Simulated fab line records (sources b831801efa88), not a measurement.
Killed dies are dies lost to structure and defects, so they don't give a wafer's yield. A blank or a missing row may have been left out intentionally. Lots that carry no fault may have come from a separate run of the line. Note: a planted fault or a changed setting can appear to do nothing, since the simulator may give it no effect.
Which tool is to blame? / flow sky130 / 33 wafers from 11 lots sampled at 3 of the route's 708 steps

== WHAT THE GAUGES SHOWED, per wafer ==
SKY_VIA3_CD_MEAS_12: the cd target is 200 nm.
lot=L555; measured=day 40 00:16; on=cd sem-01; cd nm (nm)=201.8 199.8 198.8
lot=L556; measured=day 40 05:52; on=cd sem-02; cd nm (nm)=199.5 199.9 199.2
lot=L557; measured=day 40 21:17; on=cd sem-02; cd nm (nm)=202.2 200.8 199.8
lot=L558; measured=day 41 00:56; on=cd sem-02; cd nm (nm)=199.6 201.0 200.4
lot=L563; measured=day 42 10:59; on=cd sem-02; cd nm (nm)=199.4 199.1 200.5
lot=L564; measured=day 42 21:30; on=cd sem-01; cd nm (nm)=200.8 199.4 201.0
lot=L569; measured=day 43 17:53; on=cd sem-01; cd nm (nm)=199.4 200.3 200.3
lot=L575; measured=day 45 12:27; on=cd sem-02; cd nm (nm)=202.0 201.7 201.2
lot=L576; measured=day 45 19:55; on=cd sem-01; cd nm (nm)=200.4 200.2 200.8
lot=L577; measured=day 45 20:36; on=cd sem-02; cd nm (nm)=200.3 198.5 197.8
lot=L578; measured=day 46 03:24; on=cd sem-02; cd nm (nm)=197.3 198.7 199.0

SKY_METAL4_CD_MEAS_13: the cd target is 300 nm.
lot=L555; measured=day 42 03:37; on=cd sem-02; cd nm (nm)=298.9 299.0 299.5
lot=L556; measured=day 42 09:14; on=cd sem-02; cd nm (nm)=301.8 301.8 300.8
lot=L557; measured=day 42 22:56; on=cd sem-01; cd nm (nm)=300.0 301.2 301.1
lot=L558; measured=day 43 03:11; on=cd sem-01; cd nm (nm)=304.2 304.1 305.8
lot=L563; measured=day 44 11:11; on=cd sem-01; cd nm (nm)=298.3 270.3 300.7
lot=L564; measured=day 44 20:20; on=cd sem-01; cd nm (nm)=297.7 267.8 299.4
lot=L569; measured=day 45 16:26; on=cd sem-01; cd nm (nm)=300.8 299.8 299.0
lot=L575; measured=day 47 08:24; on=cd sem-02; cd nm (nm)=299.7 300.6 300.0
lot=L576; measured=day 47 16:07; on=cd sem-02; cd nm (nm)=301.3 301.3 301.7
lot=L577; measured=day 47 16:44; on=cd sem-02; cd nm (nm)=301.2 301.1 301.2
lot=L578; measured=day 47 22:50; on=cd sem-01; cd nm (nm)=302.0 303.3 301.5

== TOOL THAT RAN EACH LOT (tool first, then ch and the chambers of the sampled wafers, then the start) ==
lot=L555; SKY_METAL4_EXPOSE_10=krf scanner-02 ch 0, day 41 14:59
lot=L556; SKY_METAL4_EXPOSE_10=krf scanner-02 ch 0, day 41 21:17
lot=L557; SKY_METAL4_EXPOSE_10=krf scanner-02 ch 0, day 42 11:44
lot=L558; SKY_METAL4_EXPOSE_10=krf scanner-01 ch 0, day 42 15:31
lot=L563; SKY_METAL4_EXPOSE_10=krf scanner-01 ch 0, day 44 00:44
lot=L564; SKY_METAL4_EXPOSE_10=krf scanner-01 ch 0, day 44 09:29
lot=L569; SKY_METAL4_EXPOSE_10=krf scanner-02 ch 0, day 45 05:46
lot=L575; SKY_METAL4_EXPOSE_10=krf scanner-01 ch 0, day 46 22:09
lot=L576; SKY_METAL4_EXPOSE_10=krf scanner-02 ch 0, day 47 05:44
lot=L577; SKY_METAL4_EXPOSE_10=krf scanner-01 ch 0, day 47 06:55
lot=L578; SKY_METAL4_EXPOSE_10=krf scanner-01 ch 0, day 47 13:15
- SKY_METAL4_EXPOSE_10: exposes mask MM4, target cd 300 nm.

== AS READ BY THE TOOLS THEMSELVES (means over the sampled wafers that have a number; for cases with no such wafer, the mark the record gives instead) ==
The record holds no such reading with a usual standard deviation.

== THE ANSWER, worked out from the rows above alone ==
Rule: what is usual is taken from the lots themselves. The widest of any qualifying gaps counts: lots, ordered by their means at a reading, are off when they make up no more than a third of the lots, leave a main group of 4 or more, and stand apart from it by 3 or more times the standard deviation of that group's means. A main group whose means are all the same, to the digits that the tables above print for the reading, isn't used. Also off: a lot with no number at a reading for which 4 or more lots have one. Any other lot the step has rows for is counted as sound. After the gauges, taken in route order, come the tools' own readings; for these a lot's mean is taken, as printed above. The first step at which some lot is off is used, and at that step the reading that is off furthest; a lot without a number counts as furthest.
Off at SKY_METAL4_CD_MEAS_13 (cd nm): L563, L564. The main group has a mean of 301.2 nm with a standard deviation of 1.5.
A tool fits if, at a process step before that reading, it ran every lot that is off, and no sound lot after the first of them. Gauges at SKY_METAL4_CD_MEAS_13: tried the same way as those tools. None of those tried fits.

== WHAT WAS PUT IN BY THE SIMULATOR ==
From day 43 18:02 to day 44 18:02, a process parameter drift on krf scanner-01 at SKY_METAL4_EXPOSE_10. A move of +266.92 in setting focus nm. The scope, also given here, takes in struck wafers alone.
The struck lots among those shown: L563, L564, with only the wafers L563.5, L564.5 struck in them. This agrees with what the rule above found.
